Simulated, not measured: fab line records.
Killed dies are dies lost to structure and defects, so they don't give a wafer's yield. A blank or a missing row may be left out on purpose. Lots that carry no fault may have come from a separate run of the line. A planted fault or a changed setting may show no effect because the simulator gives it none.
Code-filled problem report in 8D (eight disciplines) form | flow sky130 | the parts of the form that need people (team, actions taken, sign-off) are left out

1. WHAT WENT WRONG
At SKY_METAL2_METAL_ETCH_19, oesProductAu averages 0.720 a.u. over 2 wafers from 2 lots, while fault-free wafers read 0.852 a.u., standard deviation 0.0064. Measured from the usual mean, that is -21 standard deviations.
The step: etches the open film in Cl2/BCl3, stops on SiO2, target depth 360 nm, time 78 s.
Earliest sighting: wafer L857.2 on rieMetal-01 at day 37 07:49. At this step, 42 wafers from 14 lots have a number in the record. By rule, "out" or "out of limits" means more than 4 standard deviations away from the usual mean. Any other wafer with a number is counted as sound.

2. WHAT IT IS; WHAT IT IS NOT
question                    | is                | is not
which readings at this step | oesProductAu      | bcl3FlowSccm, drypumpMotorCurrentA, throttleValvePct
which lots                  | L857, L862        | L851, L852, L853, L856, L867, L868, L869, L870, L871, L872, L873, L874
which wafers of those lots  | L857.2, L862.2    | L857.3, L857.6, L862.3, L862.6
read on which tools         | rieMetal-01       | rieMetal-03, rieMetal-04
when                        | from day 37 07:49 | up to then (14 sound wafers); but 26 sound wafers of L862, L867, L868, L869, L870, L871, L872, L873, L874 came after

3. THE SUSPECTS, EACH WITH WHAT RULES IT OUT
Counting: any tool at a process step up to the reading remains a suspect provided it ran every lot that is out. Sound lots after the first of them don't rule it out here, since some wafers of a struck lot are sound.
- rieMetal-01 at SKY_METAL2_METAL_ETCH_19 (etches the open film in Cl2/BCl3, stops on SiO2, target depth 360 nm, time 78 s): kept. Every lot that is out went through it, the first being L857 (day 37 07:49); the last sound lot it ran before that was L851 (day 34 21:55). On those wafers its own readings are out: oesProductAu.
- Within rieMetal-01 at SKY_METAL2_METAL_ETCH_19: the wafers that are out ran in chamber 1; their sound lot-mates ran in chamber 0.
Left after counting: rieMetal-01 at SKY_METAL2_METAL_ETCH_19.

4. THE CAUSE (what the simulator had put in)
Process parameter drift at SKY_METAL2_METAL_ETCH_19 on rieMetal-01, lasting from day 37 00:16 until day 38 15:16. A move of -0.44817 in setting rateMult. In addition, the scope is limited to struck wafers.
Counting left only this tool.

5. THE CHAIN OF EFFECTS, in route order
Each row: a reading whose mean over the struck wafers that have a number lies more than 3 standard deviations from the usual. Only readings whose record carries a usual standard deviation are examined. hours: median over the lots of the time between each lot's start at the first step of this table that gives one and its start at this step. sigmas: the change, counted in usual standard deviations.
hours | step                     | reading              | usual      | on struck wafers | change | sigmas
0     | SKY_METAL2_METAL_ETCH_19 | oesProductAu         | 0.852 a.u. | 0.720            | -0.132 | -21
0     | SKY_METAL2_STRIP_20      | oesProductAu         | 0.345 a.u. | 0.390            | +0.045 | +8.9
0     | SKY_METAL2_STRIP_20      | stripTimeToEndpointS | 2.75 s     | 3.86             | +1.11  | +29
Here are the process steps it includes:
- SKY_METAL2_METAL_ETCH_19: etches the open film in Cl2/BCl3, stops on SiO2, target depth 360 nm, time 78 s.
- SKY_METAL2_STRIP_20: strips in O2/N2.

6. WHAT WOULD HAVE CAUGHT IT SOONER
In this record no reading fell out of limits until day 37 07:49, 8 hours after the fault had begun at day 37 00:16.
